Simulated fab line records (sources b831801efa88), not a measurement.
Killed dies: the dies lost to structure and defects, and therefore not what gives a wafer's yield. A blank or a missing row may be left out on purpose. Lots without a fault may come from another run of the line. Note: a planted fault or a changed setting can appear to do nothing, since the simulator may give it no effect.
Chamber matching | flow gf180mcu | GF_CONTACT_CMP_04 on cmp-01: 4 sister chambers
The step polishes SiO2. 8 wafers are shown with their chamber, then 7 later ones without.

== WAFERS WITH THEIR CHAMBER ==
wafer  | chamber | motorCurrentA (A) | timeToEndpointS (s)
L419.4 | 2       | 10.5              | 126
L419.5 | 2       | 10.6              | 121
L419.6 | 1       | 14.5              | 119
L418.2 | 0       | 11.2              | 114
L418.4 | 1       | 14.4              | 111
L423.1 | 3       | 11.3              | 105
L423.5 | 0       | 10.8              | 116
L423.6 | 3       | 11.9              | 114

== WAFERS WITHOUT THEIR CHAMBER ==
wafer  | motorCurrentA (A) | timeToEndpointS (s)
L428.4 | 11.6              | 117
L432.1 | 12.1              | 107
L432.5 | 10.4              | 113
L432.6 | 12.2              | 114
L433.1 | 14.7              | 103
L433.4 | 11.5              | 102
L433.5 | 10.8              | 109

== THE CHAMBER EACH PASSED THROUGH ==
wafer  | from the rows above          | in truth
L428.4 | can't be placed: 3 or 0      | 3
L432.1 | 3                            | 3
L432.5 | can't be placed: 2 or 0      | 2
L432.6 | 3                            | 3
L433.1 | 1                            | 1
L433.4 | can't be placed: 3 or 0      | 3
L433.5 | can't be placed: 0 or 3 or 2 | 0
Placed correctly: 3 of 7. Unplaceable from these rows: 4, with the true chamber sitting among the candidates in 4. 0 placed wrongly.
How it was worked out, from the rows above alone: a wafer's distance from a chamber is the root of the sum, over the readings, of the square of ((its reading less the chamber's mean) divided by the reading's scatter). The wafer belongs to the nearest chamber; if the next one is less than 2 further off, it can't be placed. A chamber's mean is the mean of its shown wafers. The scatter is the square root of a quotient: the sum, over the shown wafers, of each reading's squared deviation from its chamber's mean, divided by wafers minus chambers.
